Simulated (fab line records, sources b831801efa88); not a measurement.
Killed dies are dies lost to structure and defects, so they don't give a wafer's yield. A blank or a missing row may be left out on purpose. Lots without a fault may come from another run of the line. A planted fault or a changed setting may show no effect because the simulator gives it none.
fab line records | flow gf180mcu
record lots=5 wafers=15 last_day=34
route steps=602 shown M2@368 V2@382 M3@409
lots that met no fault: from a run of the same line without faults
start_h: hours from the record's first day to the start of the lot's first wafer shown | wait_h: hours since the lot's step before | " the same as in the row above | L1.1+2: a row that stands for several wafers | - no value, or no start given | * or withheld: withheld | < > ~ a bound
route shown NAME@n: a module of which the file shows steps, and the number in the route of the first | usual: mean/standard deviation of fault-free wafers | same: alike in all rows | chamber/n: place in a boat | sites: the reading at each site | _std_site: their standard deviation | _edge_site: outer sites' mean less inner sites' | radius_mm: how far each site lies from the wafer's centre | mask NAME#n: copy n | behind: the tool/chamber that last shaped the wafer | hold: why the lot was held/for how many hours/how that ended | device: the transistor (n, p or np) that didn't switch | end of line: the same wafers' tests at the end of the route | a step without rows: its recipe alone | killed: dies lost to structure and defects at the first sort, not the wafer's yield | map: a wafer's dies, x killed, . not, _ none there
set.NAME: the setting as run; set.NAME@STEP: as run at that earlier step | model.NAME: the simulator's own value behind a step, which no gauge read
lots at some steps of the route; a table a step, a row a wafer
services: from which hour (start_h, from the record's first day; less than 0 if before it) a tool's chamber was out of use, for how many hours, and why
## steps
# step GF_M2_THK_MEAS_06
# recipe thk_meas_gauge=xrf reads=AlCu_of_M2_SPUTTER_02
# usual M2_ALCU_THK=454/6.4
# columns lot.wafer tool chamber start_h wait_h M2_ALCU_THK[nm]
L081.2 film_metro-02 - 473.99 0.1 449
L081.5 " - " " 450
L081.6 " - " " 448
L083.2 film_metro-02 - 494.26 0.1 452
L083.4 " - " " 451
L083.6 " - " " 454
L088.2 film_metro-04 - 534.34 0.1 449
L088.3 " - " " 456
L088.5 " - " " 460
L094.2 film_metro-01 - 579.84 0.1 453
L094.3 " - " " 462
L094.4 " - " " 454
L095.3 film_metro-01 - 588.44 0.1 448
L095.5 " - " " 460
L095.6 " - " " 447
# step GF_M2_DEHYDRATE_07
# recipe temp_c=200 time_s=60
# columns lot.wafer tool chamber start_h wait_h
L081.2+5+6 litho_track-01 0 485.16 11.2
L083.2+4+6 litho_track-02 0 505.24 11.0
L088.2+3+5 litho_track-02 0 545.14 10.8
L094.2+3+4 litho_track-01 0 589.36 9.5
L095.3+5+6 litho_track-03 0 598.27 9.8
# step GF_M2_HMDS_08
# recipe prime_time_s=60 prime_temp_c=120
# columns lot.wafer tool chamber start_h wait_h
L081.2+5+6 litho_track-01 0 485.31 0.1
L083.2+4+6 litho_track-02 0 505.39 0.1
L088.2+3+5 litho_track-02 0 545.29 0.1
L094.2+3+4 litho_track-01 0 589.51 0.1
L095.3+5+6 litho_track-03 0 598.42 0.1
# step GF_M2_COAT_09
# recipe resist=KrF spin_rpm=withheld resist_thk_nm=1000
# columns lot.wafer tool chamber start_h wait_h
L081.2+5+6 litho_track-01 0 485.46 0.1
L083.2+4+6 litho_track-02 0 505.54 0.1
L088.2+3+5 litho_track-02 0 545.44 0.1
L094.2+3+4 litho_track-01 0 589.66 0.1
L095.3+5+6 litho_track-03 0 598.57 0.1
# step GF_M2_SOFTBAKE_10
# recipe temp_c=130 time_s=60 resist=KrF
# columns lot.wafer tool chamber start_h wait_h
L081.2+5+6 litho_track-01 0 485.61 0.1
L083.2+4+6 litho_track-02 0 505.69 0.1
L088.2+3+5 litho_track-02 0 545.59 0.1
L094.2+3+4 litho_track-01 0 589.81 0.1
L095.3+5+6 litho_track-03 0 598.72 0.1
# step GF_M2_EXPOSE_11
# recipe mask_id=Metal2 target_cd_nm=280 na=0.68 source_shape=conventional sigma_outer=0.6 dose_mj=28
# columns lot.wafer tool chamber start_h wait_h mask
L081.2+5+6 krf_scanner-02 0 - - Metal2#0
L083.2+4+6 krf_scanner-02 0 - - Metal2#0
L088.2+3+5 krf_scanner-01 0 - - Metal2#0
L094.2+3+4 krf_scanner-01 0 - - Metal2#0
L095.3+5+6 krf_scanner-01 0 - - Metal2#0
# step GF_M2_PEB_12
# recipe peb_temp_c=135 peb_time_s=90 resist=KrF
# columns lot.wafer tool chamber start_h wait_h
L081.2+5+6 litho_track-03 0 - -
L083.2+4+6 litho_track-01 0 - -
L088.2+3+5 litho_track-01 0 - -
L094.2+3+4 litho_track-01 0 - -
L095.3+5+6 litho_track-03 0 - -
# step GF_M2_DEVELOP_13
# recipe develop_time_s=60 dev_temp_c=21
# columns lot.wafer tool chamber start_h wait_h
L081.2+5+6 litho_track-03 0 497.55 0.2
L083.2+4+6 litho_track-01 0 517.51 0.2
L088.2+3+5 litho_track-01 0 556.06 0.2
L094.2+3+4 litho_track-01 0 600.21 0.2
L095.3+5+6 litho_track-03 0 608.77 0.1
# step GF_M2_CD_MEAS_14
# recipe target_cd_nm=280
# usual cd_nm=279.7/1.1
# columns lot.wafer tool chamber start_h wait_h cd_nm
L081.2 cd_sem-02 - 497.70 0.1 279.6
L081.5 " - " " 279.6
L081.6 " - " " 279.5
L083.2 cd_sem-02 - 517.65 0.1 278.0
L083.4 " - " " 278.2
L083.6 " - " " 278.2
L088.2 cd_sem-01 - 556.20 0.1 280.4
L088.3 " - " " 281.1
L088.5 " - " " 280.5
L094.2 cd_sem-02 - 600.35 0.1 279.6
L094.3 " - " " 279.5
L094.4 " - " " 279.7
L095.3 cd_sem-01 - 608.91 0.1 278.6
L095.5 " - " " 278.4
L095.6 " - " " 279.2
# step GF_M2_OVL_MEAS_15
# usual M2_OVL=-1/5.7
# columns lot.wafer tool chamber start_h wait_h M2_OVL[nm]
L081.2 overlay-02 - 497.80 0.1 -3
L081.5 " - " " -2
L081.6 " - " " -1
L083.2 overlay-02 - 517.76 0.1 -3
L083.4 " - " " -1
L083.6 " - " " 0
L088.2 overlay-01 - 556.31 0.1 8
L088.3 " - " " -4
L088.5 " - " " 3
L094.2 overlay-01 - 600.46 0.1 3
L094.3 " - " " -8
L094.4 " - " " -2
L095.3 overlay-01 - 609.01 0.1 -15
L095.5 " - " " -9
L095.6 " - " " -6
# step GF_M2_METAL_ETCH_16
# recipe chemistry=Cl2/BCl3 mask_material=KrF target_depth_nm=750.8 stop_on=SiO2 pressure_mtorr=8 icp_w=800 bias_w=140 Cl2_flow_sccm=80 bcl3_flow_sccm=40 time_s=125.1
# usual drypump_motor_current_A=5.6/0.61 oes_product_au=0.991/0.0054 throttle_valve_pct=28.228/0.0094
# columns lot.wafer tool chamber start_h wait_h drypump_motor_current_A oes_product_au rf_hours_counter_h throttle_valve_pct
L081.2 rie_metal-02 0 497.83 0.0 5.1 0.989 4 28.229
L081.5 " 1 " " 5.9 0.996 - 28.211
L081.6 " 0 " " 5.1 0.992 - 28.236
L083.2 rie_metal-01 0 517.79 0.0 5.2 0.996 8 28.221
L083.4 " 1 " " 6.5 0.990 - 28.211
L083.6 " 1 " " 6.6 0.993 - 28.236
L088.2 rie_metal-03 1 556.34 0.0 6.0 0.997 14 28.229
L088.3 " 1 " " 6.0 0.988 - 28.234
L088.5 " 0 " " 4.9 0.989 - 28.247
L094.2 rie_metal-03 0 600.53 0.1 4.9 0.984 - 28.245
L094.3 " 0 " " 4.9 0.994 - 28.227
L094.4 " 0 " " 4.9 0.985 - 28.212
L095.3 rie_metal-03 0 609.12 0.1 4.9 0.998 - 28.231
L095.5 " 0 " " 4.9 0.996 - 28.230
L095.6 " 0 " " 4.9 1.000 - 28.251
# step GF_M2_STRIP_17
# recipe chemistry=O2/N2 power_w=1400 pressure_mtorr=1500 platen_temp_c=250 o2_flow_sccm=3000 n2_flow_sccm=300 overash_fraction=0.5
# usual drypump_motor_current_A=5.8/0.41 heater_power_w=326/28 oes_product_au=0.537/0.005 strip_time_to_endpoint_s=7.39/0.046
# columns lot.wafer tool chamber start_h wait_h drypump_motor_current_A heater_power_w oes_product_au rf_hours_counter_h strip_time_to_endpoint_s
L081.2 plasma_asher-03 0 497.96 0.1 6.0 260 0.540 36 7.44
L081.5 " 0 " " 6.0 263 0.535 - 7.36
L081.6 " 1 " " 6.2 357 0.537 - 7.36
L083.2 plasma_asher-03 1 517.92 0.1 6.2 352 0.547 39 7.35
L083.4 " 0 " " 6.0 267 0.528 - 7.33
L083.6 " 1 " " 6.2 359 0.524 - 7.34
L088.2 plasma_asher-01 0 556.47 0.1 5.5 359 0.533 82 7.37
L088.3 " 1 " " 5.8 314 0.539 - 7.37
L088.5 " 1 " " 5.8 312 0.538 - 7.41
L094.2 plasma_asher-02 1 600.75 0.2 5.2 320 0.536 94 7.37
L094.3 " 0 " " 6.5 337 0.549 - 7.38
L094.4 " 1 " " 5.2 322 0.534 - 7.37
L095.3 plasma_asher-02 1 609.32 0.2 5.3 320 0.535 - 7.40
L095.5 " 0 " " 6.4 342 0.531 - 7.36
L095.6 " 1 " " 5.3 324 0.533 - 7.35
# step GF_M2_STRIP_18
# recipe chemistry=post_etch_residue_remover time_s=1200 temp_c=72.5
# usual bath_heat_duty_pct=14.8/1.7
# columns lot.wafer tool chamber start_h wait_h bath_heat_duty_pct
L081.2 wet_bench-01 3 498.06 0.1 16.4
L081.5 " 3 " " 16.6
L081.6 " 3 " " 16.1
L083.2 wet_bench-01 3 518.02 0.1 17.1
L083.4 " 3 " " 17.2
L083.6 " 3 " " 16.8
L088.2 wet_bench-01 0 556.57 0.1 14.7
L088.3 " 0 " " 15.8
L088.5 " 0 " " 14.3
L094.2 wet_bench-01 0 600.85 0.1 14.3
L094.3 " 0 " " 15.6
L094.4 " 0 " " 14.4
L095.3 wet_bench-04 2 609.39 0.0 14.3
L095.5 " 2 " " 14.1
L095.6 " 2 " " 14.1
# step GF_M2_CLEAN_19
# recipe chemistry=DIW dry=n2_spin
# columns lot.wafer tool chamber start_h wait_h
L081.2+5+6 wet_bench-03 0 498.43 0.0
L083.2+4+6 wet_bench-04 2 518.36 0.0
L088.2+3+5 wet_bench-03 2 556.91 0.0
L094.2+3+4 wet_bench-04 3 601.22 0.0
L095.3+5+6 wet_bench-01 1 609.73 0.0
# step GF_V2_CVD_00
# recipe material=SiO2 target_thk_nm=600 sigma_open_frac=0.3 temp_c=400 time_s=100 sih4_flow_sccm=60 pressure_mtorr=6
# columns lot.wafer tool chamber start_h wait_h
L081.2+5+6 hdpcvd-02 1,2,1 498.52 0.0
L083.2+4+6 hdpcvd-01 1,0,1 518.46 0.0
L088.2+3+5 hdpcvd-01 0,2,0 557.00 0.0
L094.2+3+4 hdpcvd-01 1,0,0 601.31 0.0
L095.3+5+6 hdpcvd-02 1,1,0 609.84 0.0
# step GF_V2_THK_MEAS_01
# recipe reads=SiO2_of_V2_CVD_00
# usual V2_CVD_00_THK=597/8.3
# columns lot.wafer tool chamber start_h wait_h V2_CVD_00_THK[nm]
L081.2 film_metro-04 - 498.61 0.0 607
L081.5 " - " " 603
L081.6 " - " " 599
L083.2 film_metro-04 - 518.54 0.0 592
L083.4 " - " " 596
L083.6 " - " " 589
L088.2 film_metro-02 - 557.15 0.1 589
L088.3 " - " " 586
L088.5 " - " " 586
L094.2 film_metro-03 - 601.39 0.0 582
L094.3 " - " " 581
L094.4 " - " " 581
L095.3 film_metro-02 - 609.93 0.1 611
L095.5 " - " " 604
L095.6 " - " " 606
# step GF_V2_CVD_02
# recipe material=SiO2 target_thk_nm=850 precursor=TEOS temp_c=400 time_s=94.851 rf_w=600
# usual heater_power_w=644/90
# columns lot.wafer tool chamber start_h wait_h heater_power_w
L081.2 pecvd-03 2 498.66 0.0 530
L081.5 " 1 " " 532
L081.6 " 2 " " 591
L083.2 pecvd-01 0 518.59 0.0 623
L083.4 " 0 " " 496
L083.6 " 1 " " 631
L088.2 pecvd-01 1 557.20 0.0 601
L088.3 " 2 " " 836
L088.5 " 2 " " 668
L094.2 pecvd-03 1 601.44 0.0 512
L094.3 " 0 " " 766
L094.4 " 1 " " 549
L095.3 pecvd-03 0 610.01 0.1 696
L095.5 " 0 " " 780
L095.6 " 1 " " 507
# step GF_V2_THK_MEAS_03
# recipe reads=SiO2_of_V2_CVD_02
# usual V2_CVD_02_THK=850/12
# columns lot.wafer tool chamber start_h wait_h V2_CVD_02_THK[nm]
L081.2 film_metro-03 - 498.74 0.0 836
L081.5 " - " " 842
L081.6 " - " " 843
L083.2 film_metro-03 - 518.67 0.0 847
L083.4 " - " " 859
L083.6 " - " " 860
L088.2 film_metro-02 - 557.28 0.0 847
L088.3 " - " " 846
L088.5 " - " " 861
L094.2 film_metro-02 - 601.56 0.1 834
L094.3 " - " " 845
L094.4 " - " " 833
L095.3 film_metro-03 - 610.10 0.1 847
L095.5 " - " " 850
L095.6 " - " " 837
# step GF_V2_CMP_04
# recipe material=SiO2 down_force_psi=4 platen_rpm=60 pad_velocity_m_s=0.94248
# usual motor_current_A=12.4/0.92 platen_rpm=60.00/0.04 time_to_endpoint_s=78/5.4
# columns lot.wafer tool chamber start_h wait_h motor_current_A platen_rpm time_to_endpoint_s
L081.2 cmp-02 1 498.84 0.1 11.6 60.03 78
L081.6 " 0 " " 11.1 60.02 78
L081.5 " 1 " " 11.4 59.96 81
L083.2 cmp-02 1 518.77 0.1 11.7 59.96 78
L083.4 " 2 " " 12.3 59.95 77
L083.6 " 1 " " 11.6 60.00 85
L088.3 cmp-02 3 557.38 0.1 11.9 59.93 78
L088.2 " 0 " " 12.5 60.00 76
L088.5 " 2 " " 12.8 59.98 82
L094.3 cmp-02 1 601.61 0.0 11.7 60.08 80
L094.2 " 3 " " 11.4 59.97 71
L094.4 " 0 " " 11.8 59.99 70
L095.3 cmp-02 3 610.29 0.2 12.7 59.98 81
L095.5 " 0 " " 11.9 59.98 80
L095.6 " 1 " " 11.7 59.96 79
# step GF_V2_BOW_MEAS_05
# recipe mode=bow
# usual V2_BOW=98/8.6
# columns lot.wafer tool chamber start_h wait_h V2_BOW[um]
L081.2 film_metro-02 - 499.11 0.2 121
L081.5 " - " " 109
L081.6 " - " " 110
L083.2 film_metro-04 - 519.04 0.2 101
L083.4 " - " " 104
L083.6 " - " " 93
L088.2 film_metro-04 - 557.65 0.2 89
L088.3 " - " " 88
L088.5 " - " " 94
L094.2 film_metro-03 - 601.93 0.2 107
L094.3 " - " " 113
L094.4 " - " " 99
L095.3 film_metro-02 - 610.48 0.1 110
L095.5 " - " " 99
L095.6 " - " " 99
# step GF_V2_DEHYDRATE_06
# recipe temp_c=200 time_s=60
# columns lot.wafer tool chamber start_h wait_h
L081.2+5+6 litho_track-01 0 510.31 11.2
L083.2+4+6 litho_track-01 0 529.61 10.5
L088.2+3+5 litho_track-04 0 568.57 10.9
L094.2+3+4 litho_track-01 0 611.66 9.7
L095.3+5+6 litho_track-01 0 620.48 10.0
# step GF_V2_HMDS_07
# recipe prime_time_s=60 prime_temp_c=120
# columns lot.wafer tool chamber start_h wait_h
L081.2+5+6 litho_track-01 0 510.46 0.1
L083.2+4+6 litho_track-01 0 529.76 0.1
L088.2+3+5 litho_track-04 0 568.72 0.1
L094.2+3+4 litho_track-01 0 611.81 0.1
L095.3+5+6 litho_track-01 0 620.63 0.1
# step GF_V2_COAT_08
# recipe resist=BARC temp_c=withheld time_s=withheld spin_rpm=withheld resist_thk_nm=withheld
# columns lot.wafer tool chamber start_h wait_h
L081.2+5+6 litho_track-01 0 510.61 0.1
L083.2+4+6 litho_track-01 0 529.91 0.1
L088.2+3+5 litho_track-04 0 568.87 0.1
L094.2+3+4 litho_track-01 0 611.96 0.1
L095.3+5+6 litho_track-01 0 620.78 0.1
# step GF_V2_COAT_09
# recipe resist=KrF spin_rpm=withheld resist_thk_nm=1000
# columns lot.wafer tool chamber start_h wait_h
L081.2+5+6 litho_track-01 0 - -
L083.2+4+6 litho_track-01 0 - -
L088.2+3+5 litho_track-04 0 - -
L094.2+3+4 litho_track-01 0 - -
L095.3+5+6 litho_track-01 0 - -
# step GF_V2_SOFTBAKE_10
# recipe temp_c=130 time_s=60 resist=KrF
# columns lot.wafer tool chamber start_h wait_h
L081.2+5+6 litho_track-01 0 - -
L083.2+4+6 litho_track-01 0 - -
L088.2+3+5 litho_track-04 0 - -
L094.2+3+4 litho_track-01 0 - -
L095.3+5+6 litho_track-01 0 - -
# step GF_V2_EXPOSE_11
# recipe mask_id=Via2 target_cd_nm=260 na=0.68 source_shape=conventional sigma_outer=0.6 dose_mj=38
# columns lot.wafer tool chamber start_h wait_h mask
L081.2+5+6 krf_scanner-01 0 - - Via2#0
L083.2+4+6 krf_scanner-01 0 - - Via2#0
L088.2+3+5 krf_scanner-02 0 - - Via2#0
L094.2+3+4 krf_scanner-02 0 - - Via2#0
L095.3+5+6 krf_scanner-02 0 - - Via2#0
# step GF_V2_PEB_12
# recipe peb_temp_c=135 peb_time_s=90 resist=KrF
# columns lot.wafer tool chamber start_h wait_h
L081.2+5+6 litho_track-02 0 - -
L083.2+4+6 litho_track-02 0 - -
L088.2+3+5 litho_track-04 0 - -
L094.2+3+4 litho_track-01 0 - -
L095.3+5+6 litho_track-01 0 - -
# step GF_V2_DEVELOP_13
# recipe develop_time_s=60 resist=KrF dev_temp_c=21
# columns lot.wafer tool chamber start_h wait_h
L081.2+5+6 litho_track-02 0 522.14 0.2
L083.2+4+6 litho_track-02 0 541.29 0.2
L088.2+3+5 litho_track-04 0 579.27 0.2
L094.2+3+4 litho_track-01 0 622.46 0.2
L095.3+5+6 litho_track-01 0 630.78 0.1
# step GF_V2_CD_MEAS_14
# recipe target_cd_nm=260
# usual cd_nm=260.0/1.3
# columns lot.wafer tool chamber start_h wait_h cd_nm
L081.2 cd_sem-01 - 522.29 0.1 261.5
L081.5 " - " " 261.5
L081.6 " - " " 262.0
L083.2 cd_sem-02 - 541.44 0.1 261.5
L083.4 " - " " 262.0
L083.6 " - " " 261.7
L088.2 cd_sem-01 - 579.41 0.1 260.8
L088.3 " - " " 261.0
L088.5 " - " " 260.8
L094.2 cd_sem-01 - 622.60 0.1 257.2
L094.3 " - " " 258.3
L094.4 " - " " 257.7
L095.3 cd_sem-01 - 630.92 0.1 258.4
L095.5 " - " " 259.0
L095.6 " - " " 259.2
# step GF_V2_OVL_MEAS_15
# usual V2_OVL=5/4.7
# columns lot.wafer tool chamber start_h wait_h V2_OVL[nm]
L081.2 overlay-01 - 522.40 0.1 -1
L081.5 " - " " 4
L081.6 " - " " 2
L083.2 overlay-01 - 541.55 0.1 9
L083.4 " - " " 3
L083.6 " - " " 3
L088.2 overlay-01 - 579.52 0.1 4
L088.3 " - " " 2
L088.5 " - " " 5
L094.2 overlay-02 - 622.71 0.1 9
L094.3 " - " " 0
L094.4 " - " " 5
L095.3 overlay-02 - 631.01 0.1 -5
L095.5 " - " " 5
L095.6 " - " " 0
# step GF_V2_ETCH_16
# recipe chemistry=N2/H2 target_depth_a=withheld overetch_a=withheld time_s=withheld target=BARC ion_energy_ev=200 source_w=500 bias_w=100 pressure_mtorr=30 n2_flow_sccm=100 h2_flow_sccm=200
# usual drypump_motor_current_A=5.8/0.3 oes_product_au=0.855/0.005 throttle_valve_pct=13.225/0.01
# columns lot.wafer tool chamber start_h wait_h drypump_motor_current_A oes_product_au throttle_valve_pct
L081.2 rie_diel-02 1 522.43 0.0 5.7 0.856 13.230
L081.5 " 0 " " 5.7 0.867 13.232
L081.6 " 3 " " 6.3 0.855 13.215
L083.2 rie_diel-01 1 541.58 0.0 5.7 0.861 13.231
L083.4 " 3 " " 5.5 0.862 13.226
L083.6 " 1 " " 5.6 0.849 13.228
L088.2 rie_diel-02 2 579.55 0.0 5.7 0.852 13.226
L088.3 " 1 " " 5.8 0.866 13.232
L088.5 " 1 " " 5.8 0.849 13.217
L094.2 rie_diel-02 3 622.74 0.0 6.3 0.859 13.213
L094.3 " 2 " " 5.8 0.863 13.231
L094.4 " 1 " " 5.8 0.857 13.226
L095.3 rie_diel-01 0 631.04 0.0 5.1 0.852 13.244
L095.5 " 1 " " 5.7 0.853 13.218
L095.6 " 0 " " 5.1 0.861 13.226
# step GF_V2_ETCH_17
# recipe chemistry=C4F8/O2/Ar mask_material=KrF target=SiO2 stop_on=TiN source_w=1500 bias_w=1200 pressure_mtorr=40 c4f8_flow_sccm=withheld O2_flow_sccm=6 Ar_flow_sccm=300 time_s=withheld target_depth_a=6300
# usual oes_product_au=0.855/0.0048
# columns lot.wafer tool chamber start_h wait_h oes_product_au
L081.2 rie_diel-02 1 - - 0.855
L081.5 " 0 " " 0.860
L081.6 " 3 " " 0.860
L083.2 rie_diel-01 1 - - 0.855
L083.4 " 3 " " 0.858
L083.6 " 1 " " 0.860
L088.2 rie_diel-02 2 - - 0.857
L088.3 " 1 " " 0.856
L088.5 " 1 " " 0.855
L094.2 rie_diel-02 3 - - 0.849
L094.3 " 2 " " 0.860
L094.4 " 1 " " 0.863
L095.3 rie_diel-01 0 - - 0.868
L095.5 " 1 " " 0.851
L095.6 " 0 " " 0.864
# step GF_V2_STRIP_18
# recipe chemistry=O2/N2 power_w=1400 pressure_mtorr=1500 platen_temp_c=250 o2_flow_sccm=3000 n2_flow_sccm=300 overash_fraction=0.5
# usual drypump_motor_current_A=5.8/0.52 heater_power_w=310/33 oes_product_au=0.594/0.0048
# columns lot.wafer tool chamber start_h wait_h drypump_motor_current_A heater_power_w oes_product_au rf_hours_counter_h
L081.2 plasma_asher-04 0 522.55 - 4.8 308 0.586 10
L081.5 " 0 " " 4.8 304 0.594 -
L081.6 " 1 " " 6.0 299 0.595 -
L083.2 plasma_asher-03 1 541.70 - 6.2 357 0.591 41
L083.4 " 1 " " 6.3 360 0.598 -
L083.6 " 1 " " 6.2 360 0.600 -
L088.2 plasma_asher-04 0 579.68 - 4.8 294 0.597 16
L088.3 " 1 " " 6.0 292 0.597 -
L088.5 " 1 " " 6.1 292 0.592 -
L094.2 plasma_asher-01 1 622.87 - 5.7 314 0.597 89
L094.3 " 0 " " 5.5 354 0.595 -
L094.4 " 1 " " 5.8 312 0.596 -
L095.3 plasma_asher-01 0 631.20 - 5.5 356 0.601 -
L095.5 " 0 " " 5.5 362 0.595 -
L095.6 " 1 " " 5.8 314 0.595 -
# step GF_V2_STRIP_19
# recipe chemistry=post_etch_residue_remover time_s=1200 temp_c=72.5
# usual bath_heat_duty_pct=15.6/2.5
# columns lot.wafer tool chamber start_h wait_h bath_heat_duty_pct
L081.2 wet_bench-01 2 522.65 0.1 14.2
L081.5 " 2 " " 15.0
L081.6 " 2 " " 14.8
L083.2 wet_bench-02 2 541.80 0.1 17.9
L083.4 " 2 " " 17.2
L083.6 " 2 " " 19.5
L088.2 wet_bench-01 0 579.78 0.1 15.1
L088.3 " 0 " " 15.5
L088.5 " 0 " " 15.6
L094.2 wet_bench-02 0 622.97 0.1 14.1
L094.3 " 0 " " 13.1
L094.4 " 0 " " 13.6
L095.3 wet_bench-03 1 631.27 0.0 19.3
L095.5 " 1 " " 20.4
L095.6 " 1 " " 21.7
# step GF_V2_CLEAN_20
# recipe chemistry=DIW dry=n2_spin
# columns lot.wafer tool chamber start_h wait_h
L081.2+5+6 wet_bench-03 2 523.00 0.0
L083.2+4+6 wet_bench-02 3 542.15 0.0
L088.2+3+5 wet_bench-02 3 580.12 0.0
L094.2+3+4 wet_bench-03 0 623.37 0.0
L095.3+5+6 wet_bench-01 0 631.61 0.0
# step GF_V2_SPUTTER_21
# recipe material=Ti target_thk_nm=15 chamber_pressure_pa=5 power_w=2500 substrate_temp_c=200 time_s=80.02
# usual throttle_valve_pct=29.7/1.4
# columns lot.wafer tool chamber start_h wait_h throttle_valve_pct
L081.2 pvd_sputter-01 - 523.09 0.0 29.3
L081.5 " - " " 28.5
L081.6 " - " " 29.3
L083.2 pvd_sputter-01 - 542.24 0.0 27.6
L083.4 " - " " 29.5
L083.6 " - " " 27.9
L088.2 pvd_sputter-02 - 580.22 0.0 29.0
L088.3 " - " " 30.3
L088.5 " - " " 29.1
L094.2 pvd_sputter-03 - 623.46 0.0 30.0
L094.3 " - " " 29.3
L094.4 " - " " 30.0
L095.3 pvd_sputter-03 - 631.70 0.0 29.7
L095.5 " - " " 29.9
L095.6 " - " " 30.0
# step GF_V2_SPUTTER_22
# recipe material=TiN target_thk_nm=10 chamber_pressure_pa=5 power_w=4000 time_s=40
# usual throttle_valve_pct=29.7/1.4
# columns lot.wafer tool chamber start_h wait_h throttle_valve_pct
L081.2 pvd_sputter-01 - 523.15 0.0 29.3
L081.5 " - " " 28.9
L081.6 " - " " 29.5
L083.2 pvd_sputter-01 - 542.30 0.0 28.0
L083.4 " - " " 29.5
L083.6 " - " " 27.5
L088.2 pvd_sputter-02 - 580.28 0.0 28.7
L088.3 " - " " 30.4
L088.5 " - " " 28.8
L094.2 pvd_sputter-03 - 623.53 0.0 29.7
L094.3 " - " " 29.5
L094.4 " - " " 30.2
L095.3 pvd_sputter-03 - 631.76 0.0 29.4
L095.5 " - " " 29.9
L095.6 " - " " 30.0
# step GF_V2_CVD_23
# recipe material=W target_thk_nm=350 time_s=104.94 temp_c=400 pressure_torr=40
# usual heater_power_w=858/110
# columns lot.wafer tool chamber start_h wait_h heater_power_w
L081.2 cvd_w-02 0 523.19 0.0 730
L081.5 " 1 " " 997
L081.6 " 0 " " 712
L083.2 cvd_w-01 0 542.38 0.1 883
L083.4 " 0 " " 884
L083.6 " 0 " " 839
L088.2 cvd_w-02 0 580.32 0.0 717
L088.3 " 0 " " 723
L088.5 " 0 " " 707
L094.2 cvd_w-02 1 623.56 0.0 1037
L094.3 " 1 " " 1017
L094.4 " 0 " " 709
L095.3 cvd_w-01 0 631.84 0.1 869
L095.5 " 1 " " 810
L095.6 " 0 " " 857
# step GF_V2_RS_MEAS_24
# recipe thk_meas_gauge=four-point-probe reads=W_of_V2_CVD_23+TiN_of_V2_SPUTTER_22+Ti_of_V2_SPUTTER_21
# usual V2_W_RS=0.330/0.0033
# columns lot.wafer tool chamber start_h wait_h V2_W_RS[ohm/sq]
L081.2 film_metro-02 - 523.32 0.1 0.327
L081.5 " - " " 0.328
L081.6 " - " " 0.330
L083.2 film_metro-03 - 542.58 0.2 0.332
L083.4 " - " " 0.335
L083.6 " - " " 0.333
L088.2 film_metro-02 - 580.45 0.1 0.332
L088.3 " - " " 0.329
L088.5 " - " " 0.329
L094.2 film_metro-02 - 623.70 0.1 0.327
L094.3 " - " " 0.332
L094.4 " - " " 0.330
L095.3 film_metro-03 - 631.95 0.1 0.325
L095.5 " - " " 0.332
L095.6 " - " " 0.325
# step GF_V2_THK_MEAS_25
# recipe thk_meas_gauge=xrf reads=W_of_V2_CVD_23
# usual V2_W_THK=353/4.1
# columns lot.wafer tool chamber start_h wait_h V2_W_THK[nm]
L081.2 film_metro-02 - 523.43 0.1 354
L081.5 " - " " 354
L081.6 " - " " 352
L083.2 film_metro-03 - 542.69 0.1 351
L083.4 " - " " 348
L083.6 " - " " 350
L088.2 film_metro-02 - 580.56 0.1 348
L088.3 " - " " 351
L088.5 " - " " 352
L094.2 film_metro-02 - 623.81 0.1 355
L094.3 " - " " 350
L094.4 " - " " 352
L095.3 film_metro-03 - 632.05 0.1 361
L095.5 " - " " 351
L095.6 " - " " 360
# step GF_V2_CMP_26
# recipe stop_on=SiO2 down_force_psi=3.5 platen_rpm=60 t_overpolish_s=15 target_thk_nm=0 pad_velocity_m_s=0.94248
# usual motor_current_A=11.7/0.9 overpolish_run_s=15.001/0.0098 platen_rpm=60.00/0.04 time_to_endpoint_s=83/3.5
# columns lot.wafer tool chamber start_h wait_h motor_current_A overpolish_run_s platen_rpm time_to_endpoint_s
L081.2 cmp-01 0 523.63 0.2 11.8 14.992 59.98 82
L081.6 " 1 " " 12.8 14.992 60.01 82
L081.5 " 2 " " 12.4 15.003 60.00 84
L083.2 cmp-02 3 542.79 0.1 11.1 14.996 59.95 84
L083.4 " 1 " " 11.0 14.991 60.04 86
L083.6 " 3 " " 11.0 15.002 59.94 83
L088.3 cmp-02 1 580.66 0.1 10.3 14.988 60.03 83
L088.2 " 2 " " 11.3 15.006 60.04 76
L088.5 " 0 " " 11.5 14.981 59.98 80
L094.2 cmp-01 2 623.91 0.1 13.1 15.000 60.02 78
L094.4 " 3 " " 12.0 15.016 60.03 78
L094.3 " 0 " " 10.6 15.009 59.97 76
L095.3 cmp-02 2 632.19 0.1 11.5 14.984 60.05 82
L095.5 " 0 " " 11.2 15.013 60.01 80
L095.6 " 1 " " 10.6 14.996 59.96 92
# step GF_M3_SPUTTER_00
# recipe material=Ti target_thk_nm=37.5 arriving_ion_energy_ev=80 substrate_temp_c=200 chamber_pressure_pa=2 power_w=4000 time_s=150
# usual throttle_valve_pct=30.0/1.2
# columns lot.wafer tool chamber start_h wait_h throttle_valve_pct
L081.2 pvd_sputter-02 - 523.78 0.1 30.4
L081.5 " - " " 29.0
L081.6 " - " " 28.3
L083.2 pvd_sputter-04 - 543.04 0.2 29.3
L083.4 " - " " 31.5
L083.6 " - " " 29.2
L088.2 pvd_sputter-04 - 580.91 0.1 31.0
L088.3 " - " " 28.8
L088.5 " - " " 29.1
L094.2 pvd_sputter-04 - 624.16 0.2 29.5
L094.3 " - " " 31.6
L094.4 " - " " 31.0
L095.3 pvd_sputter-02 - 632.39 0.1 29.0
L095.5 " - " " 30.8
L095.6 " - " " 30.5
## services
# columns tool chamber start_h hours kind
krf_scanner-02 - 463.05 0.8 pm
pvd_sputter-01 - 467.28 1.6 repair
krf_scanner-01 - 469.98 4.4 pm
krf_scanner-02 - 474.35 3.6 pm
krf_scanner-02 - 479.32 0.5 repair
rie_diel-01 1 488.73 4.1 repair
krf_scanner-01 - 507.74 1.0 pm
krf_scanner-02 - 508.74 1.3 pm
cmp-02 - 532.90 1.5 repair
krf_scanner-02 - 540.12 4.4 pm
krf_scanner-02 - 544.52 3.0 pm
krf_scanner-01 - 547.52 1.3 pm
krf_scanner-01 - 548.90 0.8 pm
cmp-02 - 562.72 1.0 repair
krf_scanner-01 - 570.57 0.2 repair
rie_diel-01 2 572.74 1.6 repair
rie_diel-01 - 586.68 4.3 pm
rie_diel-01 0 596.26 18.9 repair
pvd_sputter-01 - 598.00 3.4 repair
cmp-02 - 598.70 0.6 repair
krf_scanner-02 - 609.57 1.0 pm
krf_scanner-01 - 623.62 4.4 pm
krf_scanner-02 - 630.69 1.0 repair
krf_scanner-02 - 631.85 0.8 pm
## key
fault none
